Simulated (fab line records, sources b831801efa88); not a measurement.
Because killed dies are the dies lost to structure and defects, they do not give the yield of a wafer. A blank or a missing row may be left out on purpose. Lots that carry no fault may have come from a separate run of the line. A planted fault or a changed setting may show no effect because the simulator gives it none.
Problem report in the 8D (eight disciplines) form, filled by code | flow sky130 | the parts of the form that need people (team, actions taken, sign-off) are left out

## 1. WHAT WENT WRONG
SONOS_ONO_CVD_02_THK at SKY_SONOS_ONO_THK_MEAS_03 reads a mean of 9.84 nm on 6 wafers of 2 lots; wafers without a fault read 10.54 nm with a standard deviation of 0.12. Measured from the usual mean, that is -5.8 standard deviations.
First seen on wafer L525.3, day 18 14:23, on film_metro-03. At this step, 36 wafers from 12 lots have a number in the record. By rule, "out" or "out of limits" means more than 4 standard deviations away from the usual mean. All remaining wafers that have a number are taken as sound.

## 2. WHAT IT IS; WHAT IT IS NOT
question                    | is                           | is not
which readings at this step | SONOS_ONO_CVD_02_THK         | -
which lots                  | L525, L526                   | L504, L505, L509, L512, L513, L514, L515, L516, L517, L518
which wafers of those lots  | all that have a number       | -
read on which gauges        | film_metro-03, film_metro-04 | film_metro-01
when                        | from day 18 14:23            | up to then (30 sound wafers)

## 3. SUSPECTS, AND WHAT RULES EACH OUT
Counting: a tool stays on the suspect list if, at a process step up to the reading, it processed all lots that are out and no sound lot following the first of them.
- the gauge at SKY_SONOS_ONO_THK_MEAS_03 has been ruled out. The wafers that are out were read on 2 gauges (film_metro-03, film_metro-04).
- plasma_asher-01 at SKY_VT_ADJUST_LVTN_STRIP_09 (strips in O2/N2): kept. All lots that are out passed through it, beginning with L525 at day 12 19:35, and no sound lot followed; its final sound lot before that point was L516 at day 10 05:10.
- lpcvd-02 at SKY_SONOS_ONO_CVD_02 (deposits Si3N4 from DCS/NH3, target thk 10.5 nm, time 180 s): kept. All lots that are out passed through it, beginning with L525 at day 18 13:19, and no sound lot followed; its final sound lot before that point was L517 at day 16 00:14.
After counting, plasma_asher-01 at SKY_VT_ADJUST_LVTN_STRIP_09 and lpcvd-02 at SKY_SONOS_ONO_CVD_02 remain.

## 4. THE CAUSE (what the simulator had put in)
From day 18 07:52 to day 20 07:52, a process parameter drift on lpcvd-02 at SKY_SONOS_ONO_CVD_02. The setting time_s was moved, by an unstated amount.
Counting left 2 suspects, and this tool is among them.

## 5. SEQUENCE OF EFFECTS, ordered by route
One row per reading whose mean, taken over the struck wafers that have a number, lies over 3 standard deviations from the usual. Readings are gone through only where the record gives a usual standard deviation; hours: the median, over the lots, of the time from a lot's start at the first step in this table giving one to that lot's start at this step; sigmas: the change measured in usual standard deviations.
hours | step                      | reading              | usual    | on struck wafers | change | sigmas
0     | SKY_SONOS_ONO_THK_MEAS_03 | SONOS_ONO_CVD_02_THK | 10.54 nm | 9.84             | -0.70  | -5.8

## 6. WHAT WOULD HAVE CAUGHT IT SOONER
The first out-of-limits reading at a measuring or inspecting step in this record came at day 18 14:23, 7 hours after the fault's start at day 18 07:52.
No tool reading at SKY_SONOS_ONO_CVD_02 that has a usual standard deviation in the record was out on any struck wafer, so an alarm limit of 4 standard deviations on those readings would not have fired.
Lots out: 2; of these, L526 started SKY_SONOS_ONO_CVD_02 on lpcvd-02 after day 18 14:23. Had the tool been put on hold then, it would have been spared.
